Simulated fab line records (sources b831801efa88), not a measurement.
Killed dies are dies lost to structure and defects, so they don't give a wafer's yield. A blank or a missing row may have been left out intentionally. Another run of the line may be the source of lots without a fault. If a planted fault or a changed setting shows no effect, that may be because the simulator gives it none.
2 desks looking at one fault | flow gf180mcu | each desk holds nothing but its own numbers, with what lay behind them at the end

== FROM THE METROLOGY DESK ==
What the gauges read, lot by lot, whatever tool the lot ran on: means of the sampled wafers that have a number. Any lot whose mean is over 4 standard deviations away from the usual mean is out of limits and marked OUT; that distance is given in the brackets.
Columns: A = MVSD_OVL at GF_MVSD_OVL_MEAS_07, usual 0.9 nm
lot  | first seen here | A
L934 | day 4 17:08     | -0.6
L935 | day 4 23:49     | 1.2
L936 | day 5 02:53     | 1.7
L937 | day 5 11:01     | 2.3
L939 | day 5 20:35     | 0.2
L940 | day 6 02:50     | -0.9
L947 | day 7 20:45     | 1.0
L951 | day 9 04:35     | 1.4
L952 | day 9 16:11     | 0.8
L953 | day 9 16:53     | -0.6
L956 | day 10 02:08    | 0.7
L954 | day 10 03:23    | 0.4
This desk found nothing out of limits on any of the 12 lots.

== AT THE TOOL OWNER'S DESK: rie-diel-04 ==
The tool's own readings at GF_STI_ETCH_13 (etches the open film in CHF3/O2, stops on Si, target depth 282.31 nm, time 112.9 s): means of the sampled wafers that have a number, for each lot that ran on this tool. Any lot whose mean is over 4 standard deviations away from the usual mean is out of limits and marked OUT; that distance is given in the brackets.
Columns: A = drypump-motor-current-A at GF_STI_ETCH_13, usual 5.8 A; B = oes-product-au at GF_STI_ETCH_13, usual 0.832 a.u.; C = throttle-valve-pct at GF_STI_ETCH_13, usual 8.810 %
lot  | first seen here | A   | B     | C
L935 | day 2 13:02     | 6.1 | 0.836 | 8.812
L936 | day 2 16:43     | 5.9 | 0.826 | 8.813
L937 | day 2 21:58     | 6.1 | 0.821 | 8.809
L939 | day 3 08:05     | 6.3 | 0.832 | 8.816
L940 | day 3 13:46     | 5.9 | 0.819 | 8.811
L956 | day 7 03:47     | 5.7 | 0.833 | 8.808
This desk found nothing out of limits on any of the 6 lots.

== PUT TOGETHER ==
Metrology desk: nothing out of limits seen.
The tool owner's desk saw nothing out of limits.

== WHAT HAD BEEN PUT IN BY THE SIMULATOR ==
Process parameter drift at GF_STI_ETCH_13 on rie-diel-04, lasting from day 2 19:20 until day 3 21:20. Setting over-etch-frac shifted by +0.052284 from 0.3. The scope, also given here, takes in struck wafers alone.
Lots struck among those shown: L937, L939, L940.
